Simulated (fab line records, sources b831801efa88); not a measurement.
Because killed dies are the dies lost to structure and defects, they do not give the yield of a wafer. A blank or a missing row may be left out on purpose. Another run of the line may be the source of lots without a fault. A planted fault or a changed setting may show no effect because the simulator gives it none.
Which of the tools did it?    flow sky130    13 lots with 37 wafers sampled at 4 steps, on a route of 708 steps

## WHAT THE GAUGES SHOWED, per wafer
SKY_VIA2_THK_MEAS_01.
lot   measured      on             VIA2_HDPCVD_THK (nm)
L375  day 36 01:31  film-metro-04  1159 1161 1142
L377  day 36 22:47  film-metro-01  1163 1163 1162
L378  day 37 01:04  film-metro-01  1189 1196 1184
L379  day 37 17:12  film-metro-04  1182 1191 1208
L380  day 37 20:49  film-metro-03  1197 1202 1182
L381  day 38 05:30  film-metro-01  1186 1185 1178
L383  day 38 21:13  film-metro-01  1154 1188 1189
L388  day 40 03:57  film-metro-04  1193 1193 1206
L387  day 40 07:31  film-metro-03  1197
L391  day 40 23:08  film-metro-03  1173 1166 1171
L392  day 41 02:02  film-metro-04  1177 1171 1180
L396  day 42 07:05  film-metro-01  1162 1169 1162
L398  day 42 23:05  film-metro-04  1175 1169 1188

## WHAT TOOL EACH LOT RAN ON (gives the tool, then ch and the chambers of the sampled wafers, and finally the start)
lot   SKY_METAL1_SPUTTER_04         SKY_METAL2_DESCUM_17               SKY_METAL2_ETCH_18
L375  pvd-sputter-01, day 32 12:52  rie-metal-02 ch 0,1, day 36 00:35  rie-metal-02 ch 0,1, day 36 00:37
L377  pvd-sputter-03, day 33 09:48  rie-metal-01 ch 0,1, day 36 21:53  rie-metal-01 ch 0,1, day 36 21:55
L378  pvd-sputter-03, day 33 11:25  rie-metal-04 ch 0,1, day 36 23:45  rie-metal-04 ch 0,1, day 36 23:47
L379  pvd-sputter-01, day 34 05:11  rie-metal-04 ch 0,1, day 37 16:17  rie-metal-04 ch 0,1, day 37 16:19
L380  pvd-sputter-01, day 34 08:54  rie-metal-01 ch 0,1, day 37 19:54  rie-metal-01 ch 0,1, day 37 19:56
L381  pvd-sputter-02, day 34 16:52  rie-metal-02 ch 0,1, day 38 04:35  rie-metal-02 ch 0,1, day 38 04:37
L383  pvd-sputter-01, day 35 09:57  rie-metal-02 ch 0, day 38 20:08    rie-metal-02 ch 0, day 38 20:13
L388  pvd-sputter-02, day 36 17:05  rie-metal-01 ch 0,1, day 40 03:02  rie-metal-01 ch 0,1, day 40 03:05
L387  pvd-sputter-02, day 36 20:28  rie-metal-02 ch 0, day 40 06:36    rie-metal-02 ch 0, day 40 06:39
L391  pvd-sputter-01, day 37 14:27  rie-metal-01 ch 0,1, day 40 22:12  rie-metal-01 ch 0,1, day 40 22:14
L392  pvd-sputter-02, day 37 16:21  rie-metal-04 ch 0,1, day 41 00:59  rie-metal-04 ch 0,1, day 41 01:01
L396  pvd-sputter-01, day 39 00:02  rie-metal-01 ch 0, day 42 06:05    rie-metal-01 ch 0, day 42 06:07
L398  pvd-sputter-03, day 39 16:32  rie-metal-01 ch 0,1, day 42 22:05  rie-metal-01 ch 0,1, day 42 22:07
- SKY_METAL1_SPUTTER_04: material TiN, target thk 70 nm, time 58.3 s.
- SKY_METAL2_DESCUM_17: chemistry O2, time 8 s.
- SKY_METAL2_ETCH_18: etches BARC in N2/H2, stops on SiO2, time 45.9 s, target depth 60 nm.

## AS READ BY THE TOOLS THEMSELVES (means over the sampled wafers that have a number; for cases with no such wafer, the mark the record gives instead)
SKY_METAL1_SPUTTER_04.
lot   tool            throttle-valve-pct (%)
L375  pvd-sputter-01  30.7
L377  pvd-sputter-03  29.4
L378  pvd-sputter-03  29.1
L379  pvd-sputter-01  30.7
L380  pvd-sputter-01  30.5
L381  pvd-sputter-02  30.0
L383  pvd-sputter-01  31.1
L388  pvd-sputter-02  30.4
L387  pvd-sputter-02  28.3
L391  pvd-sputter-01  31.1
L392  pvd-sputter-02  30.5
L396  pvd-sputter-01  30.7
L398  pvd-sputter-03  29.2

SKY_METAL2_DESCUM_17.
lot   tool          drypump-motor-current-A (A)  oes-product-au (a.u.)  rf-fwd-power-W (W)
L375  rie-metal-02  5.39                         1.021                  147.4
L377  rie-metal-01  5.42                         0.981                  147.0
L378  rie-metal-04  5.62                         0.996                  147.0
L379  rie-metal-04  5.62                         1.005                  147.4
L380  rie-metal-01  5.43                         0.979                  147.7
L381  rie-metal-02  5.39                         1.013                  148.0
L383  rie-metal-02  5.22                         1.022                  148.0
L388  rie-metal-01  5.40                         0.984                  147.4
L387  rie-metal-02  5.23                         1.018                  148.0
L391  rie-metal-01  5.58                         0.984                  148.0
L392  rie-metal-04  5.63                         0.995                  146.9
L396  rie-metal-01  5.75                         0.981                  148.9
L398  rie-metal-01  5.42                         0.980                  147.4

SKY_METAL2_ETCH_18.
lot   tool          drypump-motor-current-A (A)  n2-flow-sccm (sccm)  oes-product-au (a.u.)  rf-fwd-power-W (W)  run-length-s (s)  throttle-valve-pct (%)
L375  rie-metal-02  5.40                         99.9                 0.853                  494.7               74.7              13.228
L377  rie-metal-01  5.42                         100.1                0.860                  496.1               73.8              13.227
L378  rie-metal-04  5.63                         100.2                0.856                  494.4               73.9              13.218
L379  rie-metal-04  5.63                         99.7                 0.856                  493.9               74.1              13.216
L380  rie-metal-01  5.43                         99.9                 0.861                  496.2               73.9              13.230
L381  rie-metal-02  5.39                         100.2                0.859                  495.0               74.9              13.220
L383  rie-metal-02  5.24                         99.9                 0.856                  495.1               74.8              13.227
L388  rie-metal-01  5.43                         99.8                 0.860                  494.9               73.8              13.225
L387  rie-metal-02  5.24                         100.5                0.985                  -                   68.3              13.238
L391  rie-metal-01  5.58                         100.1                0.856                  496.5               74.0              13.223
L392  rie-metal-04  5.61                         100.2                0.856                  494.3               73.9              13.222
L396  rie-metal-01  5.74                         99.9                 0.856                  496.1               74.9              13.232
L398  rie-metal-01  5.43                         100.0                0.855                  496.2               73.7              13.221

## THE ANSWER, worked out from the rows above alone
Rule: the usual values come from the lots themselves. The widest of any qualifying gaps counts: lots, ordered by their means at a reading, are off when they make up no more than a third of the lots, leave a main group of 4 or more, and stand apart from it by 3 or more times the standard deviation of that group's means. A main group whose means are all the same, to the digits that the tables above print for the reading, isn't used. A lot without any number at a reading at which 4 lots or more have one is off too. Where the step has rows for the other lots, those lots are counted as sound. Order of review: gauges by route order, followed by the tools' own readings, for which a lot's mean as printed above is used. The first step at which some lot is off is used, and at that step the reading that is off furthest; a lot without a number counts as furthest.
Off: L387 (SKY_METAL2_ETCH_18, rf-fwd-power-W). Without a number there: L387. Main group: mean 495.3 W, sd 0.85.
If a tool, at that step or one of the process steps before it, ran each lot that is off and ran no sound lot following the first of them, it fits. One candidate fits, namely rie-metal-02 at SKY_METAL2_DESCUM_17 and SKY_METAL2_ETCH_18. At SKY_METAL2_DESCUM_17 its last sound lot is L383 (day 38 20:08), its first lot that is off L387 (day 40 06:36): a fault that began between those two fits.

## WHAT WAS PUT IN BY THE SIMULATOR
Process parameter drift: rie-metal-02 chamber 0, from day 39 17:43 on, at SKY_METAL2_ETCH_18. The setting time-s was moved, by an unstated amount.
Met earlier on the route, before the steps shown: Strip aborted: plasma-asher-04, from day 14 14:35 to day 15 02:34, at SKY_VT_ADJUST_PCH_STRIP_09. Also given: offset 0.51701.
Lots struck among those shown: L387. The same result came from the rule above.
